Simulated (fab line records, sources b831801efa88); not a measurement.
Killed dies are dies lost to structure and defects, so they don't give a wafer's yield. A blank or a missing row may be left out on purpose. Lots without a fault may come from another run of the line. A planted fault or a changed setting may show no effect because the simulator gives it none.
Which tool did it? | flow gf180mcu | 6 lots, 18 wafers sampled, at 1 step of a route of 602

WHAT THE GAUGES READ, wafer by wafer
GF_V5_THK_MEAS_03.
lot  | measured     | on            | V5_CVD_02_THK (nm)
L926 | day 26 08:29 | film_metro-04 | 1430 1452 1444
L929 | day 27 09:26 | film_metro-04 | 1461 1434 1478
L931 | day 28 04:10 | film_metro-04 | 1443 1446 1465
L933 | day 28 18:13 | film_metro-02 | 1447 1445 1456
L941 | day 31 00:01 | film_metro-02 | 1437 1427 1446
L945 | day 32 02:07 | film_metro-04 | 1432 1447 1454

WHICH TOOL RAN EACH LOT (tool, then ch and the chambers of the sampled wafers, then the start)
The record holds no process step before these readings.

THE ANSWER, worked out from the rows above alone
Rule: what is usual is taken from the lots themselves. Put in order of their means at a reading, lots are off if they are a third of the lots or fewer, leave a main group of 4 or more, and stand apart from it by a gap of 3 or more times the standard deviation of the main group's means; of several such gaps the widest counts. A main group whose means are all the same, to the digits that the tables above print for the reading, isn't used. A lot without any number at a reading at which 4 lots or more have one is off too. The other lots that the step has rows for count as sound.
No lot is off at any reading shown: from this, nothing can be told.

WHAT THE SIMULATOR HAD PUT IN
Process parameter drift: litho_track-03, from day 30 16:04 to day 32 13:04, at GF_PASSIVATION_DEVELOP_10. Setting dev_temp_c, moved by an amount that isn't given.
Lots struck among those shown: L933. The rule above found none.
